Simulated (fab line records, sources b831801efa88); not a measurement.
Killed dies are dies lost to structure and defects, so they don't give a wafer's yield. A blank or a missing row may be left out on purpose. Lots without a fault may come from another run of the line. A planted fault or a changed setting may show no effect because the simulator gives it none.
A struck lot beside a sound one | flow sky130 | 14 steps out of a route of 708
Sound: wafers L873.2, L873.4, L873.6. Struck: wafer L885.1. (L885.5 of the same lot was not struck and is left out.) The cause comes at the end.
At each step with rows: each side's tool, then ch and its chambers, then its first start. Under that, the readings that differ: sound wafers | struck wafers | difference of the means | sigmas: that difference in standard deviations of wafers without a fault.
alike: readings whose means differ by less than 2 such deviations, and words and numbers that are the same on both sides. not compared: withheld readings, readings that some wafer has no value for, bounds like >300 that may hide the same value, and numbers for which the record gives no deviation and whose values overlap.
The two part at a step that has a row with sigmas, a row that says differs or no value, or rows on one side only. Numbers that don't overlap but have no deviation are shown without sigmas and don't part them. A reading that every wafer of one side lacks parts them only if that side has two wafers or more.

first, 8 steps without rows for these wafers: SKY_POLY_GATE_DEHYDRATE_05 (time 60 s); SKY_POLY_GATE_HMDS_06 (prime time 60 s); SKY_POLY_GATE_COAT_07 (resist thk 110 nm); SKY_POLY_GATE_COAT_08 (resist thk 450 nm); SKY_POLY_GATE_SOFTBAKE_09 (time 90 s); SKY_POLY_GATE_EXPOSE_10 (exposes mask P1M, target cd 150 nm); SKY_POLY_GATE_PEB_11; SKY_POLY_GATE_DEVELOP_12 (develop time 60 s).
SKY_POLY_GATE_CD_MEAS_13: target cd 150 nm.
  sound on cd_sem-01, day 19 17:41; struck on cd_sem-02, day 23 05:14
  alike: cd_nm
SKY_POLY_GATE_OVL_MEAS_14:
  sound on overlay-01, day 19 17:48; struck on overlay-02, day 23 05:22
  alike: POLY_GATE_OVL
SKY_POLY_GATE_ETCH_15: etches BARC in N2/H2, stops on SiO2, time 118.5 s, target depth 110 nm.
  sound on rie_diel-01 ch 1,3, day 19 17:50; struck on rie_diel-01 ch 2, day 23 05:24
  reading                     | sound       | struck | difference | sigmas
  drypump_motor_current_A (A) | 5.4 4.8 4.8 | 6.5    | +1.5       | +3
  alike: oes_product_au, throttle_valve_pct
  not compared: rf_hours_counter_h
SKY_POLY_GATE_ETCH_16: etches Si3N4 in CH3F/O2, stops on poly-Si, time 147.5 s, target depth 75 nm.
  sound on rie_diel-01 ch 1,3, day 19 17:55; struck on rie_diel-01 ch 2, day 23 05:29
  reading                     | sound       | struck | difference | sigmas
  drypump_motor_current_A (A) | 5.4 4.8 4.8 | 6.5    | +1.5       | +3
  alike: oes_product_au, throttle_valve_pct
  not compared: rf_hours_counter_h
SKY_POLY_GATE_ETCH_17: etches poly-Si in HBr/Cl2, stops on SiO2, target depth 180 nm, time 70.5 s.
  sound on rie_si-01 ch 0,1, day 19 18:01; struck on rie_si-01 ch 1, day 23 05:35
  reading                                          | sound                   | struck  | difference | sigmas
  oes_product_au (a.u.)                            | 0.993 0.982 1.006       | 1.014   | +0.020     | +2
  over_etch_frac                                   | 0.56667 0.56667 0.56667 | 0.39514 | -0.17153   |
  model.POLY_GATE.feature_depth_nm (nm)            | 179.6 179.2 180.6       | 161.6   | -18.2      |
  model.etch.depth_nm (nm)                         | 179.6 179.2 180.6       | 161.6   | -18.2      |
  model.KrF-thick_of_POLY_GATE_COAT_08.thk_nm (nm) | 140.7 141.6 138.9       | 147.2   | +6.8       |
  alike: drypump_motor_current_A, throttle_valve_pct
  not compared: rf_hours_counter_h
SKY_POLY_GATE_STRIP_18: strips in O2/N2.
  sound on plasma_asher-02 ch 0,1, day 19 18:04; struck on plasma_asher-02 ch 0, day 23 05:38
  alike: drypump_motor_current_A, oes_product_au, strip_time_to_endpoint_s
  not compared: rf_hours_counter_h

WHERE THEY PART
First at SKY_POLY_GATE_ETCH_15; last, within this record, at SKY_POLY_GATE_ETCH_17. Later steps at which nothing parts them and some readings are alike: SKY_POLY_GATE_STRIP_18.

WHY: what the simulator had put in
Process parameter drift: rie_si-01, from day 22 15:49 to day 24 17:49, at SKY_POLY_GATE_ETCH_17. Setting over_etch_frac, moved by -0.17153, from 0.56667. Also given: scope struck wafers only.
